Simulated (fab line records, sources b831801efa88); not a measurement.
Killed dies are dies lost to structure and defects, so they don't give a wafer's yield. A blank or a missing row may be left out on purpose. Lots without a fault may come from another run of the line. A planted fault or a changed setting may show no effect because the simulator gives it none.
Chamber matching | flow gf180mcu | GF_V1_CMP_26 on cmp-02: 4 sister chambers
The step polishes, stops on SiO2, t overpolish 15 s, target thk 0 nm. 16 wafers are shown with their chamber, then 8 later ones without.

WAFERS WITH THEIR CHAMBER
wafer  | chamber | motor_current_A (A) | time_to_endpoint_s (s) | overpolish_run_s (s)
L691.2 | 1       | 9.3                 | 87                     | 15.003
L691.3 | 0       | 10.7                | 79                     | 15.007
L691.5 | 3       | 11.6                | 84                     | 15.000
L692.2 | 3       | 12.1                | 84                     | 15.003
L692.3 | 2       | 12.4                | 86                     | 14.991
L692.6 | 3       | 12.4                | 85                     | 14.992
L697.1 | 2       | 12.7                | 88                     | 14.993
L697.2 | 1       | 8.8                 | 84                     | 14.989
L697.6 | 2       | 12.8                | 84                     | 15.000
L701.1 | 1       | 9.0                 | 85                     | 14.996
L701.2 | 2       | 12.6                | 87                     | 14.993
L701.6 | 1       | 8.9                 | 90                     | 15.007
L703.2 | 1       | 8.9                 | 86                     | 15.001
L703.5 | 3       | 12.0                | 82                     | 14.989
L703.6 | 0       | 10.7                | 81                     | 14.998
L704.1 | 1       | 9.2                 | 85                     | 14.992

SIGNATURES (means of the wafers above)
reading            | chamber 0 | chamber 1 | chamber 2 | chamber 3 | scatter within a chamber
motor_current_A    | 10.700    | 9.017     | 12.625    | 12.025    | 0.224
time_to_endpoint_s | 80.00     | 86.17     | 86.25     | 83.75     | 1.79
overpolish_run_s   | 15.00250  | 14.99800  | 14.99425  | 14.99600  | 0.00615
Rule: a wafer's distance from a chamber is the root of the sum, over the readings, of the square of ((its reading less the chamber's mean) divided by the reading's scatter). The wafer belongs to the nearest chamber; if the next one is less than 2 further off, it can't be placed. The scatter: the root of (the sum of the squares of (reading less its chamber's mean) over the shown wafers, divided by (wafers less chambers)).

WAFERS WITHOUT THEIR CHAMBER
wafer  | motor_current_A (A) | time_to_endpoint_s (s) | overpolish_run_s (s)
L704.4 | 10.3                | 80                     | 14.994
L704.6 | 11.4                | 84                     | 14.987
L713.1 | 9.5                 | 90                     | 15.008
L713.3 | 12.2                | 86                     | 15.009
L713.6 | 12.7                | 88                     | 15.010
L714.2 | 9.9                 | 81                     | 15.008
L714.3 | 9.0                 | 84                     | 15.003
L714.4 | 11.6                | 80                     | 14.988

WHICH CHAMBER EACH WENT THROUGH
wafer  | from the rows above     | in truth
L704.4 | 0                       | 0
L704.6 | can't be placed: 3 or 0 | 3
L713.1 | 1                       | 1
L713.3 | can't be placed: 3 or 2 | 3
L713.6 | can't be placed: 2 or 3 | 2
L714.2 | can't be placed: 0 or 1 | 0
L714.3 | 1                       | 1
L714.4 | can't be placed: 3 or 0 | 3
Placed correctly: 3 of 8. Can't be placed from these rows: 5 (the true chamber is among the candidates in 5). Placed wrongly: 0.
